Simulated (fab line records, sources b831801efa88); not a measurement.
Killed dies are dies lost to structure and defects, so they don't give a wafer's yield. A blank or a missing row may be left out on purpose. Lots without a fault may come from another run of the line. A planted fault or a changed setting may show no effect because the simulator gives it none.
Problem report in the 8D (eight disciplines) form, filled by code | flow gf180mcu | the parts of the form that need people (team, actions taken, sign-off) are left out

1. THE PROBLEM
strip_time_to_endpoint_s at GF_NWELL_STRIP_10 reads a mean of 19.59 s on 4 wafers of 3 lots; wafers without a fault read 36.96 s with a standard deviation of 0.098. That is -99 or more standard deviations from the usual mean.
The step: strips in O2/N2.
First seen on wafer L452.1, day 6 05:29, on plasma_asher-01. The record holds 39 wafers of 14 lots with a number at this step. Rule for "out", or "out of limits": more than 4 standard deviations from the usual mean. The other wafers with a number count as sound.

2. WHAT IT IS AND WHAT IT IS NOT
question                    | is                               | is not
which readings at this step | strip_time_to_endpoint_s         | heater_power_w, n2_flow_sccm
which lots                  | L452, L453, L456                 | L439, L440, L441, L442, L443, L445, L446, L447, L451, L458, L459
which wafers of those lots  | L452.1, L452.6, L453.6, L456.6   | L453.2, L456.4
read on which tools         | plasma_asher-01, plasma_asher-04 | plasma_asher-03
when                        | from day 6 05:29                 | up to then (27 sound wafers); but 8 sound wafers of L453, L456, L458, L459 came after

3. SUSPECTS, AND WHAT RULES EACH OUT
Counting: a tool at a process step up to the reading stays a suspect if it ran every lot that is out. Sound lots after the first of them don't rule it out here, since some wafers of a struck lot are sound.
- litho_track-04 at GF_NWELL_COAT_02 (resist thk 3000 nm): kept. It ran every lot that is out, first L452 (day 5 21:56); its last sound lot up to then is L447 (day 4 20:08).
Left after counting: litho_track-04 at GF_NWELL_COAT_02.

4. THE CAUSE (what the simulator had put in)
Process parameter drift: litho_track-04, from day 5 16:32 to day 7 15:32, at GF_NWELL_COAT_02. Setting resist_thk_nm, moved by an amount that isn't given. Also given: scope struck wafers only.
Counting left only this tool.

5. THE CHAIN OF EFFECTS, in route order
Each row: a reading whose mean over the struck wafers that have a number lies more than 3 standard deviations from the usual. Only readings for which the record gives a usual standard deviation are gone through. hours: the time from each lot's start at the first step in this table that gives one to its start at this step, as a median over the lots. sigmas: the change in usual standard deviations.
hours | step              | reading                  | usual   | on struck wafers | change | sigmas
0     | GF_NWELL_STRIP_10 | strip_time_to_endpoint_s | 36.96 s | 19.59            | -17.37 | -99 or more
The process steps in it:
- GF_NWELL_STRIP_10: strips in O2/N2.
Later measuring or inspecting steps at which every struck wafer that the step has a row for has a number for every such reading, and none has moved that far: GF_NSD_CD_MEAS_07, GF_SAB_CD_MEAS_09.

6. WHAT WOULD HAVE CAUGHT IT SOONER
In this record the first reading out of limits was taken at day 6 05:29, 13 hours after the fault began at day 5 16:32.
Of the tool readings at GF_NWELL_COAT_02 for which the record gives a usual standard deviation, none was out on any struck wafer, so an alarm limit of 4 standard deviations on them would not have fired.
Of the lots that are out (3), L456 began GF_NWELL_COAT_02 on litho_track-04 after day 6 05:29. A hold on the tool at that time would have spared it.
